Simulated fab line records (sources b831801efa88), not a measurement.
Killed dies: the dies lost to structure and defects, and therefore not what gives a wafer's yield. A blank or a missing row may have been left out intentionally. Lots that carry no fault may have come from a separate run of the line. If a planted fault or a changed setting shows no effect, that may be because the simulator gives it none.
fab line records	flow sky130
[record] lots = 14	wafers = 40	last-day = 49
route steps=708 shown LI_CONTACT@385 LOCAL_INTERCONNECT@400 CONTACT@419 PAD_OPEN@708
lots that met no fault: from a run of the same line without faults
start-h: start of the lot's first displayed wafer, in hours after the record's first day	wait-h: hours elapsed since this lot's preceding step	" same as the row above	L1.1+2: a single row standing in for several wafers	- no value present, or no start provided	* or withheld: withheld	< > ~ a bound
route shown NAME@n: NAME is a module with steps in the file, n the number in the route of the first one	usual: average and standard deviation across the fault-free wafers	same: alike in all rows	chamber/n: place in a boat	sites: the reading at each site	_std_site: standard deviation of those values	_edge_site: the outer-site mean with the inner-site mean subtracted	radius-mm: how far each site lies from the wafer's centre	mask NAME#n: copy n	behind: tool/chamber where the wafer was last shaped	hold: what put the lot on hold/how long, in hours/how the hold closed	device: transistor that didn't switch, given as n, p or np	end of line: tests run on the same wafers once the route is complete	where a step has no rows: the recipe by itself	killed: at the first sort, the dies lost to defects and structure; wafer yield is something else	map: the dies of a wafer, with x for killed, . for not killed, _ for no die there
set.NAME: the setting that was run; set.NAME@STEP: the one run at that earlier step	model.NAME: the simulator's own value behind a step, which no gauge read
steps of the route over a sample of lots; a table a step, a row a wafer
services: a tool's chamber out of use, with start hour (start-h, from the record's first day; less than 0 if before it), hours out, and reason
[[steps]]
[step SKY_LI_CONTACT_THK_MEAS_23]
[recipe] thk-meas-gauge = xrf	reads = W_of_LI_CONTACT_CVD_21
[usual] LI_CONTACT_W_THK = 410/5.7
lot.wafer	tool	chamber	start-h	wait-h	LI_CONTACT_W_THK[nm]
L797.1	film-metro-01	-	701.25	0.1	403
L797.2	"	-	"	"	408
L797.3	"	-	"	"	401
L796.1	film-metro-04	-	704.88	0.1	415
L796.2	"	-	"	"	421
L796.6	"	-	"	"	410
L798.2	film-metro-02	-	711.89	0.1	413
L798.4	"	-	"	"	410
L798.5	"	-	"	"	409
L799.2	film-metro-02	-	729.38	0.1	421
L799.3	"	-	"	"	416
L799.5	"	-	"	"	420
L801.2	film-metro-02	-	735.72	0.1	411
L801.4	"	-	"	"	413
L801.5	"	-	"	"	419
L803.1	film-metro-02	-	753.70	0.1	416
L803.2	"	-	"	"	413
L803.6	"	-	"	"	407
L804.1	film-metro-01	-	759.57	0.1	400
L804.4	"	-	"	"	408
L804.6	"	-	"	"	398
L805.4	film-metro-02	-	763.33	0.1	413
L805.5	"	-	"	"	416
L805.6	"	-	"	"	405
L806.2	film-metro-02	-	776.91	0.1	413
L806.4	"	-	"	"	414
L806.5	"	-	"	"	409
L807.1	film-metro-01	-	785.22	0.1	409
L807.2	"	-	"	"	408
L807.4	"	-	"	"	406
L808.1	film-metro-04	-	797.59	0.1	417
L808.3	"	-	"	"	411
L808.5	"	-	"	"	415
L809.1	film-metro-01	-	798.60	0.1	417
L809.4	"	-	"	"	412
L810.4	film-metro-01	-	805.01	0.1	413
L810.5	"	-	"	"	399
L811.4	film-metro-04	-	809.23	0.1	399
L811.5	"	-	"	"	417
L811.6	"	-	"	"	410
[step SKY_LOCAL_INTERCONNECT_ETCH_13]
[recipe] chemistry = N2/H2	target = BARC	ion-energy-ev = 200	bias-w = 100	pressure-mtorr = 30	n2-flow-sccm = 100	h2-flow-sccm = 200	icp-w = 500	stop-on = SiO2	time-s = 45.9	target-depth-a = 600
[usual] drypump-motor-current-A = 5.9/0.63	oes-product-au = 0.850/0.0046	rf-fwd-power-W = 494.5/2.3	throttle-valve-pct = 13.225/0.0088
lot.wafer	tool	chamber	start-h	wait-h	drypump-motor-current-A	oes-product-au	rf-fwd-power-W	rf-hours-counter-h	throttle-valve-pct
L797.1	rie-metal-02	1	730.52	0.0	5.8	0.851	497.5	1	13.232
L797.2	"	0	"	"	6.7	0.856	498.4	6	13.226
L797.3	"	0	"	"	6.7	0.846	499.9	-	13.243
L796.1	rie-metal-01	1	733.47	0.0	5.9	0.851	493.2	15	13.235
L796.2	"	0	"	"	5.7	0.853	490.8	0	13.219
L796.6	"	1	"	"	5.9	0.847	493.1	-	13.217
L798.2	rie-metal-01	0	740.17	0.0	5.7	0.849	492.3	0	13.212
L798.4	"	1	"	"	5.9	0.847	497.8	-	13.216
L798.5	"	1	"	"	5.9	0.850	495.8	-	13.225
L799.2	rie-metal-04	0	756.54	0.0	4.8	0.844	491.3	12	13.220
L799.3	"	0	"	"	4.8	0.847	490.9	-	13.228
L799.5	"	0	"	"	4.8	0.851	490.5	-	13.223
L801.2	rie-metal-04	0	762.32	0.0	4.8	0.847	489.4	12	13.227
L801.4	"	0	"	"	4.8	0.858	489.2	-	13.222
L801.5	"	0	"	"	4.8	0.851	490.2	-	13.226
L803.1	rie-metal-02	1	781.47	0.0	5.8	0.853	496.8	3	13.229
L803.2	"	0	"	"	6.7	0.849	496.7	7	13.220
L803.6	"	0	"	"	6.7	0.853	498.3	-	13.229
L804.1	rie-metal-04	0	787.47	0.0	4.8	0.850	492.0	13	13.228
L804.4	"	0	"	"	4.8	0.857	494.0	-	13.217
L804.6	"	0	"	"	4.8	0.847	490.4	-	13.210
L805.4	rie-metal-02	0	791.39	0.0	6.7	0.850	497.3	-	13.220
L805.5	"	1	"	"	5.8	0.853	495.3	-	13.241
L805.6	"	0	"	"	6.7	0.850	496.0	-	13.224
L806.2	rie-metal-04	1	803.54	0.0	6.5	0.857	496.8	0	13.228
L806.4	"	1	"	"	6.5	0.853	495.2	-	13.232
L806.5	"	0	"	"	4.8	0.846	493.4	-	13.235
L807.1	rie-metal-04	0	812.12	0.0	4.8	0.841	492.2	14	13.221
L807.2	"	1	"	"	6.5	0.859	494.3	1	13.225
L807.4	"	1	"	"	6.5	0.846	492.8	-	13.229
L808.1	rie-metal-01	0	824.72	0.0	5.7	0.844	493.7	4	13.235
L808.3	"	0	"	"	5.7	0.852	492.5	-	13.215
L808.5	"	0	"	"	5.7	0.853	492.8	-	13.237
L809.1	rie-metal-02	0	825.47	0.0	6.7	0.857	497.1	9	13.225
L809.4	"	0	"	"	6.7	0.855	496.7	-	13.211
L810.4	rie-metal-04	1	832.09	0.1	6.5	0.845	494.4	-	13.233
L810.5	"	1	"	"	6.5	0.835	496.5	-	13.229
L811.4	rie-metal-04	1	836.04	0.1	6.4	0.848	493.4	-	13.246
L811.5	"	1	"	"	6.4	0.846	493.4	-	13.218
L811.6	"	1	"	"	6.5	0.849	493.7	-	13.210
[step SKY_CONTACT_DEVELOP_13]
[recipe] develop-time-s = 57.99	resist = KrF-thick	dev-temp-c = 21
[usual] developer-temp-C = 21.00/0.11
lot.wafer	tool	chamber	start-h	wait-h	developer-temp-C
L797.1	litho-track-04	0	758	-	20.83
L797.2	"	0	"	"	20.90
L797.3	"	0	"	"	21.05
L796.1	litho-track-04	0	760	-	21.03
L796.2	"	0	"	"	20.83
L796.6	"	0	"	"	20.95
L798.2	litho-track-04	0	767	-	21.21
L798.4	"	0	"	"	21.35
L798.5	"	0	"	"	21.27
L799.2	litho-track-04	0	784	-	21.19
L799.3	"	0	"	"	21.04
L799.5	"	0	"	"	21.14
L801.2	litho-track-01	0	789	-	21.13
L801.4	"	0	790	-	21.18
L801.5	"	0	"	"	21.01
L803.1	litho-track-01	0	808	-	21.04
L803.2	"	0	"	"	20.90
L803.6	"	0	"	"	20.98
L804.1	litho-track-04	0	815	-	20.87
L804.4	"	0	"	"	20.79
L804.6	"	0	"	"	20.90
L805.4	litho-track-04	0	818	-	20.98
L805.5	"	0	"	"	20.93
L805.6	"	0	"	"	21.04
L806.2	litho-track-01	0	830	-	21.14
L806.4	"	0	"	"	21.16
L806.5	"	0	"	"	20.92
L807.1	litho-track-01	0	839	-	21.10
L807.2	"	0	"	"	21.14
L807.4	"	0	"	"	21.14
L808.1	litho-track-02	0	851	-	20.91
L808.3	"	0	"	"	20.97
L808.5	"	0	"	"	21.07
L809.1	litho-track-01	0	852	-	21.60
L809.4	"	0	"	"	21.45
L810.4	litho-track-01	0	859	-	21.63
L810.5	"	0	"	"	21.67
L811.4	litho-track-04	0	864	-	20.93
L811.5	"	0	865	-	21.08
L811.6	"	0	"	"	20.90
[step SKY_CONTACT_OVL_MEAS_15]
[usual] CONTACT_OVL = -3/6.9
lot.wafer	tool	chamber	start-h	wait-h	CONTACT_OVL[nm]
L797.1	overlay-02	-	758.38	0.1	2
L797.2	"	-	"	"	7
L797.3	"	-	"	"	5
L796.1	overlay-02	-	760.65	0.1	3
L796.2	"	-	"	"	7
L796.6	"	-	"	"	6
L798.2	overlay-01	-	767.94	0.1	-10
L798.4	"	-	"	"	-4
L798.5	"	-	"	"	-1
L799.2	overlay-02	-	784.74	0.1	0
L799.3	"	-	"	"	-1
L799.5	"	-	"	"	-2
L801.2	overlay-02	-	790.21	0.1	6
L801.4	"	-	"	"	6
L801.5	"	-	"	"	-5
L803.1	overlay-02	-	809.06	0.1	-7
L803.2	"	-	"	"	-11
L803.6	"	-	"	"	-10
L804.1	overlay-01	-	815.28	0.1	0
L804.4	"	-	"	"	9
L804.6	"	-	"	"	10
L805.4	overlay-02	-	818.95	0.1	3
L805.5	"	-	"	"	-7
L805.6	"	-	"	"	-2
L806.2	overlay-02	-	830.71	0.1	-3
L806.4	"	-	"	"	-6
L806.5	"	-	"	"	-8
L807.1	overlay-01	-	839.36	0.1	-1
L807.2	"	-	"	"	-9
L807.4	"	-	"	"	-6
L808.1	overlay-02	-	851.39	0.1	-14
L808.3	"	-	"	"	-16
L808.5	"	-	"	"	-16
L809.1	overlay-02	-	852.61	0.1	0
L809.4	"	-	"	"	2
L810.4	overlay-02	-	859.28	0.1	-11
L810.5	"	-	"	"	-14
L811.4	overlay-01	-	865.20	0.1	1
L811.5	"	-	"	"	-4
L811.6	"	-	"	"	4
[step SKY_PAD_OPEN_PROBE_99]
[usual] killed_at_M0_to_M3 = 43/7.6	killed_at_M4_up = 2.8/1.9	killed-at-contacts = 24/4.7	killed-at-front-end = 16/4.4	killed-at-other = 0.2/0.4	killed-dies = 86/9.9	killed-open = 47/8.2	killed-short = 39/6.3
[same] gross-dies = 492	killed-at-back-side = 0
lot.wafer	tool	chamber	start-h	wait-h	killed_at_M0_to_M3	killed_at_M4_up	killed-at-contacts	killed-at-front-end	killed-at-other	killed-dies	killed-open	killed-short
L803.1	prober-02	-	1132.06	0.1	47	6	23	18	0	94	61	33
L803.2	prober-02	-	1132.11	0.1	54	2	19	14	0	89	46	43
L803.6	prober-02	-	1132.31	0.2	40	4	22	20	0	86	48	38
L804.1	prober-01	-	1137.18	0.1	46	4	35	13	0	98	58	40
L804.4	prober-01	-	1137.33	0.2	38	4	20	16	1	79	29	50
L804.6	prober-01	-	1137.43	0.2	35	5	21	20	1	82	47	35
L807.1	prober-02	-	1156.59	0.1	49	4	27	15	0	95	57	38
L807.2	prober-02	-	1156.64	0.1	35	1	28	18	1	83	47	36
L807.4	prober-02	-	1156.74	0.2	33	5	31	18	0	87	50	37
L810.4	prober-01	-	1170.72	0.2	32	3	19	13	0	67	34	33
L810.5	prober-01	-	1170.77	0.2	35	2	20	14	0	71	43	28
// killed by level:class
L803.1 VIA1:geometric-particle:open=12 VIA2:geometric-particle:open=9 LI_CONTACT:geometric-particle:open=7 CONTACT:geometric-particle:open=7 VIA3:geometric-particle:open=7 METAL1:geometric-particle:short=5 FIELD_ISO:geometric-particle:open=4 FIELD_ISO:geometric-particle:short=4
L803.2 VIA1:geometric-particle:short=11 VIA2:geometric-particle:open=10 METAL1:geometric-particle:short=9 VIA1:geometric-particle:open=9 POLY_GATE:geometric-particle:open=6 VIA3:geometric-particle:open=6 LI_CONTACT:geometric-particle:open=5 CONTACT:geometric-particle:short=5
L803.6 VIA1:geometric-particle:open=10 VIA3:geometric-particle:open=9 POLY_GATE:geometric-particle:short=7 CONTACT:geometric-particle:open=7 CONTACT:geometric-particle:short=7 VIA2:geometric-particle:open=7 FIELD_ISO:geometric-particle:open=5 LI_CONTACT:geometric-particle:open=5
L804.1 VIA1:geometric-particle:open=17 LI_CONTACT:geometric-particle:open=10 CONTACT:geometric-particle:open=10 CONTACT:geometric-particle:short=6 VIA2:geometric-particle:open=6 VIA3:geometric-particle:open=6 METAL2:geometric-particle:short=5 LI_CONTACT:geometric-particle:short=4
L804.4 METAL1:geometric-particle:short=12 LI_CONTACT:geometric-particle:open=6 CONTACT:geometric-particle:short=6 VIA1:geometric-particle:open=5 METAL2:geometric-particle:short=5 FIELD_ISO:geometric-particle:open=4 FIELD_ISO:geometric-particle:short=4 VIA3:geometric-particle:open=4
L804.6 CONTACT:geometric-particle:open=9 METAL1:geometric-particle:short=9 VIA1:geometric-particle:open=8 POLY_GATE:geometric-particle:open=7 VIA3:geometric-particle:open=6 FIELD_ISO:geometric-particle:short=5 LOCAL_INTERCONNECT:geometric-particle:short=5 FIELD_ISO:geometric-particle:open=4
L807.1 VIA1:geometric-particle:open=15 CONTACT:geometric-particle:open=11 LI_CONTACT:geometric-particle:open=8 METAL1:geometric-particle:short=6 VIA1:geometric-particle:short=6 METAL3:geometric-particle:short=5 VIA3:geometric-particle:open=5 METAL2:geometric-particle:short=4
L807.2 CONTACT:geometric-particle:open=12 LI_CONTACT:geometric-particle:open=7 POLY_GATE:geometric-particle:short=5 VIA2:geometric-particle:open=5 VIA1:geometric-particle:open=5 METAL2:geometric-particle:open=5 METAL1:geometric-particle:short=4 VIA1:geometric-particle:short=4
L807.4 CONTACT:geometric-particle:open=15 VIA1:geometric-particle:open=9 LI_CONTACT:geometric-particle:open=7 METAL1:geometric-particle:short=7 FIELD_ISO:geometric-particle:short=6 FIELD_ISO:geometric-particle:open=6 LI_CONTACT:geometric-particle:short=5 POLY_GATE:geometric-particle:short=3
L810.4 VIA3:geometric-particle:open=9 VIA1:geometric-particle:open=7 LOCAL_INTERCONNECT:geometric-particle:short=6 FIELD_ISO:geometric-particle:short=4 LI_CONTACT:geometric-particle:open=4 LI_CONTACT:geometric-particle:short=4 CONTACT:geometric-particle:open=4 VIA1:geometric-particle:short=4
L810.5 CONTACT:geometric-particle:open=8 VIA2:geometric-particle:open=8 METAL1:geometric-particle:short=6 LI_CONTACT:geometric-particle:open=5 VIA1:geometric-particle:open=5 VIA3:geometric-particle:open=5 POLY_GATE:geometric-particle:open=4 SPACER:geometric-particle:short=4
[[services]]
tool	chamber	start-h	hours	kind
rie-metal-01	-	719.03	1.1	repair
rie-metal-02	1	731.92	12.8	repair
rie-metal-04	1	735.77	13.5	repair
rie-metal-01	1	746.25	-	clean
rie-metal-01	1	746.25	22.2	scheduled-down
rie-metal-01	1	746.25	22.2	vent-cycle
rie-metal-04	-	759.52	0.6	repair
rie-metal-04	-	763.95	1.3	repair
rie-metal-04	1	774.30	-	clean
rie-metal-04	1	774.30	16.6	scheduled-down
rie-metal-04	1	774.30	16.6	vent-cycle
rie-metal-02	1	825.42	20.6	repair
rie-metal-04	0	828.20	-	clean
rie-metal-04	0	828.20	17.9	scheduled-down
rie-metal-04	0	828.20	17.9	vent-cycle
[[key]]
[first-sign] step = SKY_CONTACT_DEVELOP_13	reading = developer-temp-C	direction = up	sigmas = 5.3	usual = *	struck = *
effect none on later readings
met-at SKY_CONTACT_DEVELOP_13
struck-lots L809,L810
tester-left-out L809,L810
not-acting-at SKY_LI_CONTACT_THK_MEAS_23,SKY_LOCAL_INTERCONNECT_ETCH_13,SKY_CONTACT_OVL_MEAS_15
onset-between 839 852
[fault] kind = process-parameter-drift	tool = litho-track-01	chamber = -	onset-h = 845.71	steps = SKY_CONTACT_DEVELOP_13	channel = dev-temp-c	offset = *	shape = step	end-h = 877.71	acts-in = *	stated = *
// tester-left-out: of these lots the tester's yield and bins aren't shown, on N5 and GAA mostly nor the transistor test; their killed dies are dies lost to structure and defects alone, not to doping, threshold or leakage, so they don't give the yield
